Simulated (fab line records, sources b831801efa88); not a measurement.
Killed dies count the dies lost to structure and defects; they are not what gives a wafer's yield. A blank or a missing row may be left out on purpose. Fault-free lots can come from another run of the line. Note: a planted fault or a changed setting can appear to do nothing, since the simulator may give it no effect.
Matching of chambers	flow gf180mcu	GF_CONTACT_CVD_02 on pecvd-02 has 3 sister chambers
The step deposits SiO2 from TEOS, target thk 860 nm, time 95.992 s. 36 wafers are shown with their chamber, then 12 later ones without.

EACH WAFER AND ITS CHAMBER
wafer	chamber	heater power w (W)
L074.3	2	593
L074.4	1	954
L074.5	0	764
L075.1	1	926
L075.3	2	672
L075.6	2	695
L077.2	1	886
L077.3	0	845
L077.5	1	932
L078.1	1	838
L078.2	2	586
L078.6	0	944
L083.1	0	815
L083.2	2	585
L083.3	1	844
L083.4	1	917
L083.5	0	861
L083.6	2	636
L084.2	0	797
L084.4	2	665
L084.6	0	870
L085.2	1	915
L085.4	1	997
L085.5	2	548
L088.1	2	697
L088.2	1	964
L088.3	0	958
L088.4	2	554
L088.5	0	750
L088.6	1	789
L090.1	1	939
L090.2	0	811
L090.3	2	596
L091.1	2	662
L091.3	0	952
L091.6	0	759

SIGNATURES (means of the wafers above)
reading	chamber 0	chamber 1	chamber 2	scatter within a chamber
heater power w	843.83	908.42	624.08	63.3
Rule: a wafer's distance from a chamber is the root of the sum, over the readings, of the square of ((its reading less the chamber's mean) divided by the reading's scatter). The wafer belongs to the nearest chamber; if the next one is less than 2 further off, it can't be placed. The scatter: take each reading less its chamber's mean, square it, sum over the shown wafers, divide by the number of wafers less the number of chambers, and take the root.

WAFERS MISSING THEIR CHAMBER
wafer	heater power w (W)
L093.2	620
L093.3	925
L093.4	676
L094.2	913
L094.5	773
L094.6	686
L095.1	824
L095.3	952
L095.5	758
L096.1	793
L096.2	891
L096.6	563

WHICH CHAMBER EACH ONE RAN IN
wafer	from the rows above	in truth
L093.2	2	2
L093.3	can't be placed: 1 or 0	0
L093.4	can't be placed: 2 or 0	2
L094.2	can't be placed: 1 or 0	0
L094.5	can't be placed: 0 or 1 or 2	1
L094.6	can't be placed: 2 or 0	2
L095.1	can't be placed: 0 or 1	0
L095.3	can't be placed: 1 or 0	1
L095.5	can't be placed: 0 or 2 or 1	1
L096.1	can't be placed: 0 or 1 or 2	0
L096.2	can't be placed: 1 or 0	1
L096.6	2	2
2 of 12 placed correctly. Not placeable from these rows: 10 (in 10, the candidates include the true chamber). Number placed wrongly: 0.
